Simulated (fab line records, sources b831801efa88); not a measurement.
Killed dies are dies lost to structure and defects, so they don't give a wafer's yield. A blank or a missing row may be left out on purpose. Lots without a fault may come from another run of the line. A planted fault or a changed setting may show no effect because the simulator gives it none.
fab line records | flow sky130
record lots=5 wafers=15 last_day=50
route steps=708 shown METAL3@559 VIA3@573 METAL4@598 PAD_OPEN@708
lots that met no fault: from a run of the same line without faults
start_h: hours from the record's first day to the start of the lot's first wafer shown | wait_h: hours since the lot's step before | " the same as in the row above | L1.1+2: a row that stands for several wafers | - no value, or no start given | * or withheld: withheld | < > ~ a bound
route shown NAME@n: a module of which the file shows steps, and the number in the route of the first | usual: mean/standard deviation of fault-free wafers | same: alike in all rows | chamber/n: place in a boat | sites: the reading at each site | _std_site: their standard deviation | _edge_site: outer sites' mean less inner sites' | radius_mm: how far each site lies from the wafer's centre | mask NAME#n: copy n | behind: the tool/chamber that last shaped the wafer | hold: why the lot was held/for how many hours/how that ended | device: the transistor (n, p or np) that didn't switch | end of line: the same wafers' tests at the end of the route | a step without rows: its recipe alone | killed: dies lost to structure and defects at the first sort, not the wafer's yield | map: a wafer's dies, x killed, . not, _ none there
set.NAME: the setting as run; set.NAME@STEP: as run at that earlier step | model.NAME: the simulator's own value behind a step, which no gauge read
lots at some steps of the route; a table a step, a row a wafer
services: from which hour (start_h, from the record's first day; less than 0 if before it) a tool's chamber was out of use, for how many hours, and why
## steps
# step SKY_METAL3_SOFTBAKE_09
# recipe temp_c=100 time_s=90 resist=KrF-thick
# step SKY_METAL3_EXPOSE_10
# recipe mask_id=MM3 na=0.68 source_shape=annular sigma_inner=0.4 sigma_outer=0.8 target_cd_nm=300 dose_mj=28
# step SKY_METAL3_PEB_11
# recipe peb_temp_c=withheld peb_time_s=withheld resist=KrF-thick
# step SKY_METAL3_DEVELOP_12
# recipe develop_time_s=60 resist=KrF-thick dev_temp_c=21
# step SKY_METAL3_CD_MEAS_13
# recipe target_cd_nm=300
# usual cd_nm=300.5/1.5
# columns lot.wafer tool chamber start_h wait_h cd_nm
L653.1 cd_sem-02 - 938.88 - 300.6
L653.4 " - " " 299.1
L653.6 " - " " 301.1
L656.2 cd_sem-02 - 946.45 - 303.4
L656.3 " - " " 301.8
L656.5 " - " " 302.7
L666.2 cd_sem-02 - 1005.75 - 301.3
L666.3 " - " " 303.3
L666.6 " - " " 302.3
L672.1 cd_sem-02 - 1052.90 - 301.0
L672.4 " - " " 300.5
L672.5 " - " " 299.5
L673.2 cd_sem-01 - 1053.27 - 301.0
L673.3 " - " " 300.3
L673.5 " - " " 301.7
# step SKY_METAL3_OVL_MEAS_14
# usual METAL3_OVL=1/6.6
# columns lot.wafer tool chamber start_h wait_h METAL3_OVL[nm]
L653.1 overlay-02 - 939.00 0.1 -4
L653.4 " - " " -7
L653.6 " - " " -1
L656.2 overlay-02 - 946.55 0.1 2
L656.3 " - " " 8
L656.5 " - " " 13
L666.2 overlay-02 - 1005.85 0.1 0
L666.3 " - " " -2
L666.6 " - " " 4
L672.1 overlay-01 - 1053.02 0.1 6
L672.4 " - " " -8
L672.5 " - " " 3
L673.2 overlay-02 - 1053.38 0.1 6
L673.3 " - " " -2
L673.5 " - " " 7
# step SKY_METAL3_DESCUM_15
# recipe chemistry=O2 source_power_w=150 bias_power_w=0 pressure_mtorr=10 temp_c=40 time_s=8
# usual drypump_motor_current_A=5.8/0.33 oes_product_au=0.996/0.01
# columns lot.wafer tool chamber start_h wait_h drypump_motor_current_A oes_product_au rf_hours_counter_h
L653.1 rie_metal-02 0 939.03 0.0 6.3 0.996 8
L653.4 " 1 " " 5.3 0.977 -
L653.6 " 0 " " 6.3 1.003 -
L656.2 rie_metal-03 1 946.58 0.0 5.8 1.003 5
L656.3 " 0 " " 5.7 1.002 -
L656.5 " 0 " " 5.7 0.993 -
L666.2 rie_metal-03 1 1005.88 0.0 5.8 1.001 9
L666.3 " 1 " " 5.9 1.005 -
L666.6 " 0 " " 5.7 0.995 -
L672.1 rie_metal-03 1 1053.06 0.0 5.8 1.005 11
L672.4 " 0 " " 5.7 0.991 -
L672.5 " 1 " " 5.8 1.008 -
L673.2 rie_metal-01 1 1053.41 0.0 5.9 0.990 0
L673.3 " 1 " " 5.9 0.988 -
L673.5 " 0 " " 5.7 0.981 -
# step SKY_METAL3_ETCH_16
# recipe chemistry=N2/H2 target=BARC ion_energy_ev=200 bias_w=100 pressure_mtorr=30 n2_flow_sccm=100 h2_flow_sccm=200 icp_w=500 stop_on=SiO2 time_s=88.2 target_depth_a=600
# step SKY_METAL3_ETCH_17
# recipe target=SiO2 stop_on=TiN chemistry=C4F8/O2/Ar source_w=1500 bias_w=1200 pressure_mtorr=40 c4f8_flow_sccm=withheld O2_flow_sccm=6 Ar_flow_sccm=300 time_s=3.9 target_depth_a=150
# usual oes_product_au=0.755/0.0097
# columns lot.wafer tool chamber start_h wait_h oes_product_au rf_hours_counter_h
L653.1 rie_diel-01 1 939.16 0.1 0.756 21
L653.4 " 0 " " 0.756 22
L653.6 " 3 " " 0.765 -
L656.2 rie_diel-01 1 946.71 0.1 0.754 22
L656.3 " 0 " " 0.765 22
L656.5 " 0 " " 0.757 -
L666.2 rie_diel-02 3 1006.01 0.1 0.766 12
L666.3 " 1 " " 0.757 6
L666.6 " 2 " " 0.767 -
L672.1 rie_diel-02 0 1053.19 0.1 0.759 16
L672.4 " 3 " " 0.762 13
L672.5 " 3 " " 0.755 -
L673.2 rie_diel-01 2 1053.54 0.1 0.748 24
L673.3 " 3 " " 0.727 5
L673.5 " 2 " " 0.749 -
# step SKY_METAL3_METAL_ETCH_18
# recipe target_depth_a=8450 stop_on=SiO2 over_etch_frac=0.3 time_s=183.1 chemistry=Cl2/BCl3 resist_sidewall_deg=88 pressure_mtorr=10 icp_w=900 bias_w=48.5 Cl2_flow_sccm=60 bcl3_flow_sccm=30
# step SKY_METAL3_STRIP_19
# recipe chemistry=O2/N2 power_w=1400 pressure_mtorr=1500 platen_temp_c=withheld o2_flow_sccm=3000 n2_flow_sccm=300 overash_fraction=0.5
# usual drypump_motor_current_A=5.7/0.52 n2_flow_sccm=300.0/0.89 oes_product_au=0.503/0.006 strip_time_to_endpoint_s=6.55/0.09
# columns lot.wafer tool chamber start_h wait_h drypump_motor_current_A n2_flow_sccm oes_product_au rf_hours_counter_h strip_time_to_endpoint_s
L653.1 plasma_asher-03 0 939.36 0.1 4.7 300.4 0.509 49 6.72
L653.4 " 0 " " 4.7 300.0 0.512 - 6.68
L653.6 " 1 " " 5.8 299.6 0.517 - 6.76
L656.2 plasma_asher-01 1 946.91 0.1 5.2 299.5 0.500 109 6.38
L656.3 " 1 " " 5.3 299.7 0.496 - 6.45
L656.5 " 0 " " 6.0 300.0 0.499 - 6.56
L666.2 plasma_asher-03 0 1006.21 0.1 4.7 300.3 0.511 55 6.63
L666.3 " 0 " " 4.7 299.8 0.504 - 6.54
L666.6 " 1 " " 5.8 301.0 0.509 - 6.67
L672.1 plasma_asher-01 0 1053.38 0.1 6.0 299.8 0.509 120 6.60
L672.4 " 0 " " 6.0 299.3 0.498 - 6.60
L672.5 " 1 " " 5.3 299.9 0.505 - 6.60
L673.2 plasma_asher-03 1 1053.73 0.1 5.9 300.2 0.505 59 6.63
L673.3 " 0 " " 4.7 300.3 0.513 - 6.69
L673.5 " 0 " " 4.7 299.4 0.507 - 6.70
# step SKY_METAL3_STRIP_20
# recipe chemistry=post_etch_residue_remover time_s=1200 temp_c=72.5
# step SKY_METAL3_CLEAN_21
# recipe chemistry=IPA time_s=180 temp_c=25
# columns lot.wafer tool chamber start_h wait_h
L653.1+4+6 wet_bench-03 1 939.80 0.0
L656.2+3+5 wet_bench-03 3 947.42 0.0
L666.2+3+6 wet_bench-01 3 1006.68 0.0
L672.1+4+5 wet_bench-01 3 1053.83 0.0
L673.2+3+5 wet_bench-01 0 1054.18 0.0
# step SKY_METAL3_CLEAN_22
# recipe chemistry=O3/DIW dry=n2_spin
# step SKY_VIA3_HDPCVD_00
# recipe material=SiO2 target_thk_nm=1635 sigma_open_frac=0.3 time_s=272.5 temp_c=400 sih4_flow_sccm=60 pressure_mtorr=6
# step SKY_VIA3_THK_MEAS_01
# recipe reads=SiO2_of_VIA3_HDPCVD_00
# usual VIA3_HDPCVD_THK=1635/18
# columns lot.wafer tool chamber start_h wait_h VIA3_HDPCVD_THK[nm]
L653.1 film_metro-01 - 940.12 0.1 1639
L653.4 " - " " 1636
L653.6 " - " " 1641
L656.2 film_metro-03 - 947.90 0.1 1641
L656.3 " - " " 1630
L656.5 " - " " 1622
L666.2 film_metro-01 - 1007.01 0.1 1643
L666.3 " - " " 1595
L666.6 " - " " 1641
L672.1 film_metro-01 - 1054.14 0.1 1665
L672.4 " - " " 1653
L672.5 " - " " 1632
L673.2 film_metro-03 - 1054.50 0.1 1622
L673.3 " - " " 1632
L673.5 " - " " 1623
# step SKY_VIA3_CMP_02
# recipe material=SiO2 down_force_psi=4 platen_rpm=60 pad_velocity_m_s=0.94248
# step SKY_VIA3_BOW_MEAS_03
# recipe mode=bow
# usual VIA3_BOW=81/8.3
# columns lot.wafer tool chamber start_h wait_h VIA3_BOW[um]
L653.1 film_metro-01 - 940.48 0.1 82
L653.4 " - " " 84
L653.6 " - " " 85
L656.2 film_metro-02 - 948.27 0.2 86
L656.3 " - " " 70
L656.5 " - " " 71
L666.2 film_metro-02 - 1007.63 0.3 87
L666.3 " - " " 77
L666.6 " - " " 85
L672.1 film_metro-01 - 1054.50 0.1 71
L672.4 " - " " 68
L672.5 " - " " 67
L673.2 film_metro-01 - 1054.87 0.2 79
L673.3 " - " " 81
L673.5 " - " " 83
# step SKY_VIA3_DEHYDRATE_04
# recipe temp_c=200 time_s=60
# step SKY_VIA3_HMDS_05
# recipe prime_time_s=60 prime_temp_c=120
# step SKY_VIA3_COAT_06
# recipe resist=BARC temp_c=withheld time_s=withheld spin_rpm=3000 resist_thk_nm=60
# step SKY_VIA3_COAT_07
# recipe resist=KrF-thick spin_rpm=3000 resist_thk_nm=450
# step SKY_VIA3_SOFTBAKE_08
# recipe temp_c=100 time_s=90 resist=KrF-thick
# step SKY_VIA3_EXPOSE_09
# recipe mask_id=VIM3 na=0.8 source_shape=annular sigma_inner=0.55 sigma_outer=0.85 target_cd_nm=200 dose_mj=38
# step SKY_VIA3_PEB_10
# recipe peb_temp_c=withheld peb_time_s=withheld resist=KrF-thick
# step SKY_VIA3_DEVELOP_11
# recipe develop_time_s=60 resist=KrF-thick dev_temp_c=21
# step SKY_VIA3_CD_MEAS_12
# recipe target_cd_nm=200
# usual cd_nm=199.5/1.3
# columns lot.wafer tool chamber start_h wait_h cd_nm
L653.1 cd_sem-01 - 964.28 - 199.8
L653.4 " - " " 199.7
L653.6 " - " " 199.6
L656.2 cd_sem-01 - 972.00 - 202.3
L656.3 " - " " 201.1
L656.5 " - " " 201.0
L666.2 cd_sem-01 - 1030.02 - 200.0
L666.3 " - " " 199.7
L666.6 " - " " 199.7
L672.1 cd_sem-01 - 1076.38 - 200.7
L672.4 " - " " 200.3
L672.5 " - " " 201.4
L673.2 cd_sem-02 - 1076.62 - 200.4
L673.3 " - " " 199.3
L673.5 " - " " 200.9
# step SKY_VIA3_OVL_MEAS_13
# usual VIA3_OVL=3/4.8
# columns lot.wafer tool chamber start_h wait_h VIA3_OVL[nm]
L653.1 overlay-02 - 964.40 0.1 -2
L653.4 " - " " 4
L653.6 " - " " 3
L656.2 overlay-02 - 972.10 0.1 8
L656.3 " - " " 0
L656.5 " - " " -6
L666.2 overlay-01 - 1030.13 0.1 -4
L666.3 " - " " 2
L666.6 " - " " 0
L672.1 overlay-02 - 1076.50 0.1 5
L672.4 " - " " -1
L672.5 " - " " 4
L673.2 overlay-01 - 1076.73 0.1 6
L673.3 " - " " -1
L673.5 " - " " 6
# step SKY_VIA3_ETCH_14
# recipe chemistry=N2/H2 target=BARC ion_energy_ev=200 source_w=500 bias_w=100 pressure_mtorr=30 n2_flow_sccm=100 h2_flow_sccm=200 stop_on=SiO2 time_s=45.9 target_depth_a=600
# step SKY_VIA3_ETCH_15
# recipe target=SiO2 chemistry=C4F8/O2/Ar target_depth_nm=507 stop_on=TiN mask_material=KrF-thick source_w=1500 bias_w=1200 pressure_mtorr=40 c4f8_flow_sccm=withheld O2_flow_sccm=6 Ar_flow_sccm=300 time_s=78
# step SKY_VIA3_STRIP_16
# recipe chemistry=O2/N2 power_w=1400 pressure_mtorr=1500 platen_temp_c=withheld o2_flow_sccm=3000 n2_flow_sccm=300 overash_fraction=0.5
# step SKY_VIA3_STRIP_17
# recipe chemistry=post_etch_residue_remover time_s=1200 temp_c=72.5
# step SKY_VIA3_CLEAN_18
# recipe chemistry=IPA time_s=180 temp_c=25
# step SKY_VIA3_CLEAN_19
# recipe chemistry=O3/DIW dry=n2_spin
# step SKY_VIA3_SPUTTER_20
# recipe material=TiN target_thk_nm=20 chamber_pressure_pa=5 power_w=4000 time_s=80
# step SKY_VIA3_CVD_21
# recipe material=W target_thk_nm=390 time_s=117.31 temp_c=400 pressure_torr=40
# usual heater_power_w=835/37
# columns lot.wafer tool chamber start_h wait_h heater_power_w
L653.1 cvd_w-01 0 965.19 0.0 778
L653.4 " 0 " " 779
L653.6 " 1 " " 855
L656.2 cvd_w-01 0 972.89 0.0 757
L656.3 " 0 " " 763
L656.5 " 1 " " 850
L666.2 cvd_w-02 0 1030.91 0.0 871
L666.3 " 1 " " 849
L666.6 " 1 " " 891
L672.1 cvd_w-01 0 1077.29 0.0 762
L672.4 " 1 " " 844
L672.5 " 0 " " 768
L673.2 cvd_w-02 1 1077.51 0.0 888
L673.3 " 0 " " 838
L673.5 " 1 " " 883
# step SKY_VIA3_RS_MEAS_22
# recipe thk_meas_gauge=four-point-probe reads=W_of_VIA3_CVD_21+TiN_of_VIA3_SPUTTER_20
# usual VIA3_W_RS=0.294/0.0063
# columns lot.wafer tool chamber start_h wait_h VIA3_W_RS[ohm/sq]
L653.1 film_metro-01 - 965.31 0.1 0.285
L653.4 " - " " 0.285
L653.6 " - " " 0.291
L656.2 film_metro-02 - 973.03 0.1 0.289
L656.3 " - " " 0.283
L656.5 " - " " 0.293
L666.2 film_metro-01 - 1031.05 0.1 0.292
L666.3 " - " " 0.296
L666.6 " - " " 0.295
L672.1 film_metro-01 - 1077.41 0.1 0.284
L672.4 " - " " 0.294
L672.5 " - " " 0.288
L673.2 film_metro-03 - 1077.65 0.1 0.294
L673.3 " - " " 0.290
L673.5 " - " " 0.302
# step SKY_VIA3_THK_MEAS_23
# recipe thk_meas_gauge=xrf reads=W_of_VIA3_CVD_21
# usual VIA3_W_THK=379/8.5
# columns lot.wafer tool chamber start_h wait_h VIA3_W_THK[nm]
L653.1 film_metro-01 - 965.43 0.1 388
L653.4 " - " " 391
L653.6 " - " " 380
L656.2 film_metro-02 - 973.14 0.1 390
L656.3 " - " " 395
L656.5 " - " " 381
L666.2 film_metro-01 - 1031.16 0.1 376
L666.3 " - " " 372
L666.6 " - " " 375
L672.1 film_metro-01 - 1077.53 0.1 390
L672.4 " - " " 376
L672.5 " - " " 387
L673.2 film_metro-03 - 1077.76 0.1 381
L673.3 " - " " 391
L673.5 " - " " 375
# step SKY_VIA3_CMP_24
# recipe stop_on=SiO2 t_overpolish_s=20 down_force_psi=3.5 platen_rpm=60 target_thk_nm=0 pad_velocity_m_s=0.94248
# usual edge_zone_pressure_frac=1.000/0.005 motor_current_A=11.2/1.4 overpolish_run_s=19.999/0.0092 time_to_endpoint_s=97/4.5
# columns lot.wafer tool chamber start_h wait_h edge_zone_pressure_frac motor_current_A overpolish_run_s time_to_endpoint_s
L653.4 cmp-02 0 965.49 0.0 0.991 11.6 20.002 97
L653.1 " 2 " " 1.002 10.7 20.009 97
L653.6 " 0 " " 1.001 11.2 19.993 96
L656.3 cmp-01 2 973.19 0.0 0.999 10.7 19.989 107
L656.2 " 1 " " 1.004 9.2 19.998 100
L656.5 " 2 " " 1.000 11.0 19.999 99
L666.2 cmp-01 3 1031.21 0.0 0.988 11.3 20.002 98
L666.3 " 1 " " 1.001 9.8 20.001 97
L666.6 " 0 " " 0.998 13.6 20.004 90
L672.1 cmp-02 0 1077.59 0.1 1.005 11.8 19.995 100
L672.4 " 1 " " 1.007 10.2 19.997 105
L672.5 " 1 " " 1.001 10.2 19.988 103
L673.3 cmp-01 1 1077.86 0.1 0.994 9.4 20.006 96
L673.2 " 3 " " 1.002 12.1 19.996 97
L673.5 " 0 " " 0.996 13.4 19.991 84
# step SKY_METAL4_SPUTTER_00
# recipe material=Ti target_thk_nm=15 power_w=3000 time_s=10 chamber_pressure_pa=0.4
# step SKY_METAL4_SPUTTER_01
# recipe material=TiN target_thk_nm=20 power_w=6500 time_s=16.7 chamber_pressure_pa=0.4
# step SKY_METAL4_SPUTTER_02
# recipe material=AlCu target_thk_nm=735 power_w=10600 time_s=39.1 chamber_pressure_pa=0.4
# step SKY_PAD_OPEN_PROBE_99
# usual defect_limited_yield=82.4/1.9 killed_at_M0_to_M3=43/6.5 killed_at_M4_up=3.3/2 killed_at_contacts=24/5.2 killed_at_front_end=16/4.2 killed_at_other=0.3/0.6 killed_dies=87/9.3 killed_open=47/7.8 killed_short=39/6.2 sort_bin_3_pad_short=0.9/0.42 sort_bin_5_function=10.5/1.4 sort_bin_6_memory=6.3/0.97 sort_n_pass=405/9.3 sort_yield_pct=82.4/1.9
# same gross_dies=492 killed_at_back_side=0 sort_bin_4_leakage[%]=0 sort_bin_8_speed[%]=0
# columns lot.wafer tool chamber start_h wait_h hold defect_limited_yield[%] killed_at_M0_to_M3 killed_at_M4_up killed_at_contacts killed_at_front_end killed_at_other killed_dies killed_open killed_short sort_bin_3_pad_short[%] sort_bin_5_function[%] sort_bin_6_memory[%] sort_n_pass sort_yield_pct[%] model.etest.tester.sort_n_pass model.etest.tester.sort_yield_pct model.etest.tester.sort_bin_5_pct model.etest.tester.sort_bin_3_pct
L653.1 prober-01 - 1107.09 0.1 - 81.3 50 5 22 15 0 92 55 37 0.6 10.0 8.1 400 81.3 400 81.3 9.959 0.6098
L653.4 prober-01 - 1107.24 0.2 - 78.9 41 9 32 22 0 104 57 47 1.0 13.4 6.7 388 78.9 388 78.86 13.41 1.016
L653.6 prober-01 - 1107.34 0.2 - 83.1 47 1 16 19 0 83 40 43 0.8 8.9 7.1 409 83.1 409 83.13 8.943 0.813
L656.2 prober-02 - 1111.60 0.1 await_dispo/4.5h/release 73.4 88 4 27 12 0 131 46 24 3.7 17.5 5.5 361 73.4 361 73.37 17.48 3.659
L656.3 prober-02 - 1111.65 0.2 await_dispo/4.5h/release 69.9 99 2 31 16 0 148 43 41 5.1 17.3 7.7 344 69.9 344 69.92 17.28 5.081
L656.5 prober-02 - 1111.75 0.2 await_dispo/4.5h/release 71.7 93 5 26 14 1 139 50 31 4.9 16.3 7.1 353 71.7 353 71.75 16.26 4.878
L666.2 prober-01 - 1160.65 0.1 - 82.5 46 4 24 11 1 86 47 39 0.8 10.4 6.3 406 82.5 406 82.52 10.37 0.813
L666.3 prober-01 - 1160.70 0.2 - 80.9 47 7 27 13 0 94 50 44 0.6 13.2 5.3 398 80.9 398 80.89 13.21 0.6098
L666.6 prober-01 - 1160.85 0.2 - 80.9 47 3 28 16 0 94 54 40 1.4 10.2 7.5 398 80.9 398 80.89 10.16 1.423
L672.1 prober-01 - 1192.45 0.1 - 82.9 55 1 17 11 0 84 44 40 0.2 10.6 6.3 408 82.9 408 82.93 10.57 0.2033
L672.4 prober-01 - 1192.60 0.2 - 86.6 32 1 19 14 0 66 37 29 0.6 5.9 6.9 426 86.6 426 86.59 5.894 0.6098
L672.5 prober-01 - 1192.65 0.2 - 82.7 51 1 16 17 0 85 46 39 0.8 11.4 5.1 407 82.7 407 82.72 11.38 0.813
L673.2 prober-02 - 1193.14 0.1 - 80.3 41 2 36 18 0 97 57 40 0.2 12.2 7.3 395 80.3 395 80.28 12.2 0.2033
L673.3 prober-02 - 1193.19 0.2 - 82.5 45 4 17 20 0 86 47 39 0.4 11.0 6.1 406 82.5 406 82.52 10.98 0.4065
L673.5 prober-02 - 1193.29 0.2 - 81.7 48 2 25 15 0 90 55 35 1.2 11.0 6.1 402 81.7 402 81.71 10.98 1.22
# killed by level:class
L653.1 VIA1:geometric_particle:open=11 VIA3:geometric_particle:open=9 LI_CONTACT:geometric_particle:open=9 CONTACT:geometric_particle:open=9 METAL1:geometric_particle:short=7 VIA1:geometric_particle:short=7 POLY_GATE:geometric_particle:open=5 METAL2:geometric_particle:short=5
L653.4 VIA1:geometric_particle:open=12 CONTACT:geometric_particle:open=11 LI_CONTACT:geometric_particle:open=9 POLY_GATE:geometric_particle:short=6 LI_CONTACT:geometric_particle:short=6 VIA2:geometric_particle:open=6 METAL1:geometric_particle:short=6 METAL4:geometric_particle:short=6
L653.6 VIA1:geometric_particle:short=10 VIA3:geometric_particle:open=8 FIELD_ISO:geometric_particle:short=7 CONTACT:geometric_particle:open=6 METAL1:geometric_particle:short=6 VIA1:geometric_particle:open=6 SPACER:geometric_particle:short=5 VIA2:geometric_particle:open=5
L656.2 METAL3:unspecified=61 CONTACT:geometric_particle:open=14 VIA1:geometric_particle:open=11 LI_CONTACT:geometric_particle:open=7 FIELD_ISO:geometric_particle:open=6 METAL2:geometric_particle:short=5 METAL4:geometric_particle:short=4 VIA2:geometric_particle:open=4
L656.3 METAL3:unspecified=64 VIA2:geometric_particle:open=11 CONTACT:geometric_particle:short=9 CONTACT:geometric_particle:open=8 METAL1:geometric_particle:short=8 FIELD_ISO:geometric_particle:short=6 LI_CONTACT:geometric_particle:open=6 POLY_GATE:geometric_particle:open=4
L656.5 METAL3:unspecified=58 CONTACT:geometric_particle:open=12 CONTACT:geometric_particle:short=9 VIA2:geometric_particle:open=8 VIA1:geometric_particle:open=7 FIELD_ISO:geometric_particle:short=5 FIELD_ISO:geometric_particle:open=4 LI_CONTACT:geometric_particle:open=4
L666.2 VIA1:geometric_particle:open=16 METAL2:geometric_particle:short=12 LI_CONTACT:geometric_particle:open=8 CONTACT:geometric_particle:open=8 FIELD_ISO:geometric_particle:open=5 CONTACT:geometric_particle:short=5 METAL1:geometric_particle:short=5 FIELD_ISO:geometric_particle:short=4
L666.3 CONTACT:geometric_particle:open=11 METAL1:geometric_particle:short=9 VIA1:geometric_particle:open=9 METAL2:geometric_particle:short=9 LI_CONTACT:geometric_particle:short=5 LI_CONTACT:geometric_particle:open=5 LOCAL_INTERCONNECT:geometric_particle:short=5 VIA2:geometric_particle:open=5
L666.6 CONTACT:geometric_particle:open=14 VIA1:geometric_particle:open=8 VIA2:geometric_particle:open=7 VIA1:geometric_particle:short=7 LI_CONTACT:geometric_particle:open=6 VIA3:geometric_particle:open=6 VIA2:geometric_particle:short=6 POLY_GATE:geometric_particle:open=5
L672.1 VIA2:geometric_particle:open=10 VIA1:geometric_particle:open=10 METAL2:geometric_particle:short=10 CONTACT:geometric_particle:open=5 METAL2:geometric_particle:open=5 POLY_GATE:geometric_particle:short=4 CONTACT:geometric_particle:short=4 VIA2:geometric_particle:short=4
L672.4 CONTACT:geometric_particle:open=10 VIA2:geometric_particle:open=7 FIELD_ISO:geometric_particle:open=4 POLY_GATE:geometric_particle:short=4 LI_CONTACT:geometric_particle:open=4 CONTACT:geometric_particle:short=4 METAL1:geometric_particle:short=4 VIA1:geometric_particle:short=4
L672.5 VIA2:geometric_particle:open=9 VIA1:geometric_particle:open=9 METAL2:geometric_particle:short=8 VIA1:geometric_particle:short=7 POLY_GATE:geometric_particle:open=6 CONTACT:geometric_particle:open=6 VIA3:geometric_particle:open=6 METAL1:geometric_particle:short=5
L673.2 LI_CONTACT:geometric_particle:open=13 CONTACT:geometric_particle:open=12 LOCAL_INTERCONNECT:geometric_particle:short=7 METAL1:geometric_particle:short=7 FIELD_ISO:geometric_particle:open=6 METAL2:geometric_particle:open=5 VIA3:geometric_particle:open=5 FIELD_ISO:geometric_particle:short=4
L673.3 VIA1:geometric_particle:open=9 CONTACT:geometric_particle:open=7 VIA1:geometric_particle:short=7 VIA2:geometric_particle:open=6 VIA3:geometric_particle:open=6 FIELD_ISO:geometric_particle:short=5 FIELD_ISO:geometric_particle:open=5 POLY_GATE:geometric_particle:open=5
L673.5 CONTACT:geometric_particle:open=12 VIA3:geometric_particle:open=9 VIA1:geometric_particle:open=8 FIELD_ISO:geometric_particle:open=6 LI_CONTACT:geometric_particle:open=6 VIA1:geometric_particle:short=6 VIA2:geometric_particle:open=6 METAL1:geometric_particle:short=5
# map L656.3 (x killed, . not)
__________x.x......._________
________...x..x......._______
______..x..............._____
_____.x..x......x...x....____
____.......x......x.......___
___...xx..x....x.xx.....x..__
__xx.x.xxxx......x.x.x..xx.._
_....xxxxxxxx..x..x.x......x.
_x.xx.xxxxxxx...xx...........
_...xxxxxxxxxx...........x..x
_....xxxxxxxxx.............x.
_.xxxxxxxxxxx.x...........x..
_x.x..xxxxxxx.....x....x.....
_x....xxxxxx.x.....x...x.....
_..xx....xx....x.x...x.x.....
__x.......xxxx...x...xx....._
___x.....x..xx...x.......x.__
____........x....x........___
_____.x..........x.......____
______x....x....x..x..x._____
________....xx.x...xx._______
__________....x.x..._________
# map L653.4 (x killed, . not)
__________...xx...x._________
________..xx.x.....x.._______
______x...xx..x..x..x..._____
_____...xx...x......x....____
____.x.........x..........___
___..x.....xxx.x.....xx....__
__.....x....x..............._
_...................x.x......
_.......x......x..........x.x
_...x...x...x..x.........xxx.
_................x.....x....x
_..x.xx.x.........x......x...
_x....xx.x.x.x....xx.x...x..x
_.x.....xx..........x....x.xx
_x..x..x.......x.xx...x.x..x.
__x....x....x....x......x..._
___x..........x.x...x......__
____..xx............xx.x..___
_____...x......x......x.x____
______..x.x..x.........._____
________.....x..xx...._______
__________..xx...x.._________
## services
# columns tool chamber start_h hours kind
cmp-01 - 916.00 - consumable_replace:conditioner
cmp-01 - 916.00 - consumable_replace:pad
cvd_w-02 0 918.00 - clean
cvd_w-02 1 918.00 - clean
rie_diel-02 3 921.14 5.9 repair
cmp-01 - 929.97 4.2 pm
plasma_asher-01 - 938.68 2.8 pm
cvd_w-01 1 956.68 3.5 repair
cmp-02 - 956.80 1.4 repair
plasma_asher-03 - 974.55 14.6 pm
wet_bench-01 - 978.47 6.9 repair
cmp-01 - 1006.49 2.0 repair
plasma_asher-03 - 1009.85 2.8 repair
rie_metal-01 - 1011.47 0.9 repair
rie_diel-01 - 1020.64 14.6 pm
cmp-01 - 1026.40 0.5 repair
cmp-02 - 1045.22 3.7 repair
rie_diel-02 1 1048.36 4.8 repair
plasma_asher-01 - 1055.25 9.0 pm
plasma_asher-01 0 1055.25 9.0 vent_cycle
plasma_asher-01 1 1055.25 9.0 vent_cycle
plasma_asher-01 0 1064.25 - clean
cmp-01 - 1071.93 0.6 repair
cmp-01 - 1073.68 0.3 repair
## key
first_sign step=SKY_PAD_OPEN_PROBE_99 reading=sort_bin_3_pad_short direction=up sigmas=8.7 usual=0.9 struck=4.5
effect step=SKY_PAD_OPEN_PROBE_99 reading=killed_at_M0_to_M3 direction=up sigmas=7.8 usual=43 struck=93
model_effect step=SKY_PAD_OPEN_PROBE_99 value=etest.tester.sort_n_pass without=405.3 struck=352.7
met_at SKY_METAL3_CLEAN_21
struck_wafers L656.2,L656.3,L656.5
fault kind=chamber_particle_source tool=wet_bench-03 chamber=3 onset_h=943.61 steps=SKY_METAL3_CLEAN_21 rate_per_visit_cm2=1.3535 end_h=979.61
